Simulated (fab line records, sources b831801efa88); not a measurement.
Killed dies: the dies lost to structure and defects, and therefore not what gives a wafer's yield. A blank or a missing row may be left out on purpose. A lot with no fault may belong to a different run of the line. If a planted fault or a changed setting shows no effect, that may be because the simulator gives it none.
Comparing a struck lot with a sound one ; flow sky130 ; 15 steps out of a route of 708
Sound: the wafers L362.1, L362.3, L362.5. Struck: wafers L368.2, L368.4 (left out: L368.5, a lot-mate that was not struck); the cause follows at the end.
Each step with rows lists, per side, the tool, then ch with its chambers, then its first start. Under that, the readings that differ: sound wafers ; struck wafers ; difference of the means ; sigmas: that difference in standard deviations of wafers without a fault.
alike: same words and numbers on both sides, and readings whose means sit less than 2 such deviations apart. not compared: any withheld reading, any reading some wafer has no value for, any bound like >300 that may hide the same value, and any number with overlapping values for which the record gives no deviation.
Wherever a step has rows on one side only, a row that says differs or no value, or a row with sigmas, the two part there. When numbers do not overlap yet have no deviation, they are printed without sigmas and do not part them. A reading that every wafer of one side lacks parts them only if that side has two wafers or more.

SKY_FIELD_ISO_THK_MEAS_04:
  sound on film metro-01 at day 4 07:31; struck on film metro-02 at day 5 14:11
  alike: FIELD_ISO_CVD_03_THK
then, 8 steps without rows for these wafers: SKY_FIELD_ISO_DEHYDRATE_05 (time 60 s); SKY_FIELD_ISO_HMDS_06 (prime time 60 s); SKY_FIELD_ISO_COAT_07 (resist thk 60 nm); SKY_FIELD_ISO_COAT_08 (resist thk 457.5 nm); SKY_FIELD_ISO_SOFTBAKE_09 (time 90 s); SKY_FIELD_ISO_EXPOSE_10 (exposes mask FOM, target cd 150 nm); SKY_FIELD_ISO_PEB_11; SKY_FIELD_ISO_DEVELOP_12 (develop time 60 s).
SKY_FIELD_ISO_CD_MEAS_13: the cd target is 150 nm.
  sound on cd sem-01 at day 5 00:33; struck on cd sem-01 at day 6 08:16
  alike: cd nm
SKY_FIELD_ISO_ETCH_14: etches BARC in N2/H2, stops on SiO2, time 45.9 s, target depth 60 nm.
  sound on rie diel-04 ch 1,2, day 5 00:40; struck on rie diel-02 ch 0,2, day 6 08:22
reading;sound;struck;difference;sigmas
rf fwd power W (W);495.8 494.4 496.0;490.0 492.4;-4.2;-2
  alike: drypump motor current A, oes product au, throttle valve pct
  not compared: rf hours counter h
SKY_FIELD_ISO_ETCH_15: etches the open film in CHF3/O2, stops on Si, target depth 180 nm, time 73.54 s.
  sound on rie diel-04 ch 1,2, day 5 00:43; struck on rie diel-02 ch 0,2, day 6 08:25
  alike: drypump motor current A, oes product au, throttle valve pct
  not compared: rf hours counter h
SKY_FIELD_ISO_STRIP_16: strips in O2/N2.
  sound on plasma asher-02 ch 0, day 5 00:46; struck on plasma asher-02 ch 1, day 6 08:28
reading;sound;struck;difference;sigmas
strip time to endpoint s (s);3.622 3.603 3.639;4.252 4.283;+0.646;+22
  alike: drypump motor current A, oes product au
  not compared: rf hours counter h
SKY_FIELD_ISO_ETCH_17: etches Si in HBr/Cl2/O2, target depth 342 nm, time 97.7 s.
  sound on rie si-02 ch 1,3, day 5 00:52; struck on rie si-02 ch 2,3, day 6 08:34
  alike: drypump motor current A, mfc cl2 sccm, oes product au, rf fwd power W, throttle valve pct
  not compared: rf hours counter h
SKY_PAD_OPEN_PROBE_99:
  the record holds rows for the sound wafers here (prober-01, day 48 23:26) but none for the struck ones

WHERE THEY PART
Earliest at SKY_FIELD_ISO_ETCH_14; latest, in this record, at SKY_PAD_OPEN_PROBE_99.

WHY: what had been put in by the simulator
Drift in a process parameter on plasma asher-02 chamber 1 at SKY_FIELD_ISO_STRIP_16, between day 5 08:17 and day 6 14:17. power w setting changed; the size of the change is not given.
